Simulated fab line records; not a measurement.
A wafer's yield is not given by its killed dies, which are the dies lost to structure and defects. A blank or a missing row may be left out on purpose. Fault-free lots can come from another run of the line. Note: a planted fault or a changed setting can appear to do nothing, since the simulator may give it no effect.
A struck lot beside a sound one / flow sfq-line / 14 out of 325 route steps
Sound: wafers L385.2, L385.3, L385.5. Wafers L396.1, L396.2, L396.3 were the ones struck. The cause is given at the end.
At each step with rows: each side's tool, then ch and its chambers, then its first start. Under that, the readings that differ: sound wafers / struck wafers / difference of the means / sigmas: that difference in standard deviations of wafers without a fault.
alike: a reading whose means differ by less than 2 such deviations, as well as words and numbers matching on both sides. not compared: withheld readings; readings where some wafer has no value; bounds like >300 that might hide an equal value; numbers whose values overlap and for which the record gives no deviation.
The two part at a step that has a row with sigmas, a row that says differs or no value, or rows on one side only. Non-overlapping numbers with no deviation appear without sigmas and do not part them. Lack of a reading on every wafer of one side parts them only where that side has two or more wafers.

first, 2 steps without rows for these wafers: SFQ_TRILAYER_I5_LITHO_PEB_147 (peb time 60 s); SFQ_TRILAYER_I5_LITHO_DEVELOP_146 (time 60 s).
SFQ_I5_OVL_MEAS_936:
  sound on overlay-02, day 59 19:31; struck on overlay-02, day 65 22:28
  alike: I5_OVL
SFQ_TRILAYER_I5_BARC_OPEN_VIA_ETCH_200: etches BARC in O2, target depth 125 nm, time 41.7 s.
  sound on rie-diel-04 ch 1,3, day 59 19:33; struck on rie-diel-03 ch 0,1,2, day 65 22:29
  alike: bias-w, drypump-motor-current-A, oes-product-au
  not compared: rf-hours-counter-h
SFQ_TRILAYER_I5_ETCH_VIA_ETCH_147: etches the open film in CHF3, stops on Nb, target depth 360 nm.
  sound on rie-diel-04 ch 1,3, day 59 19:35; struck on rie-diel-03 ch 0,1,2, day 65 22:32
  alike: bias-w, drypump-motor-current-A, oes-product-au
SFQ_TRILAYER_I5_STRIP_STRIP_148: strips in O2.
  sound on rie-metal-02 ch 0,1, day 59 19:44; struck on rie-metal-04 ch 0,1, day 65 22:41
  alike: drypump-motor-current-A, oes-product-au
  not compared: rf-hours-counter-h
then, 6 steps without rows for these wafers: SFQ_TRILAYER_I5_STRIP_SOLV_CLEAN_149 (cleans in NMP, time 600 s); SFQ_TRILAYER_C5_LITHO_COAT_156 (resist thk 62 nm); SFQ_TRILAYER_C5_LITHO_COAT_151 (resist thk 650 nm); SFQ_TRILAYER_C5_LITHO_SOFTBAKE_155; SFQ_TRILAYER_C5_LITHO_EXPOSE_152 (exposes mask C5, target cd 500 nm); SFQ_TRILAYER_C5_LITHO_PEB_154 (peb time 60 s).
-- the record jumps here: 4 days lie between the struck wafers' starts before and after --
SFQ_TRILAYER_C5_LITHO_DEVELOP_153: time 60 s.
  struck on litho-track-03, day 69 22:04; sound on litho-track-03 ch 0, day 60 15:16
  no value came back on the struck wafers for chill-plate-temp-C (C), exhaust-pa (Pa); on the sound wafers chill-plate-temp-C (C) reads 22.97 22.84 23.03
reading=model.KrF_of_TRILAYER_C5_LITHO_COAT_151.thk-nm (nm); sound=625.8 625.4 623.7; struck=652.5 651.3 651.8; difference=+26.9; sigmas=
SFQ_C5_OVL_MEAS_937:
  sound on overlay-02, day 60 15:23; struck on overlay-02, day 69 22:13
reading=C5_OVL (nm); sound=-3 0 2; struck=- - -; difference=no value on the struck wafers; sigmas=

## WHERE THEY PART
Last at SFQ_C5_OVL_MEAS_937 as far as this record goes, first at SFQ_TRILAYER_C5_LITHO_DEVELOP_153.

WHY: whatever the simulator had introduced
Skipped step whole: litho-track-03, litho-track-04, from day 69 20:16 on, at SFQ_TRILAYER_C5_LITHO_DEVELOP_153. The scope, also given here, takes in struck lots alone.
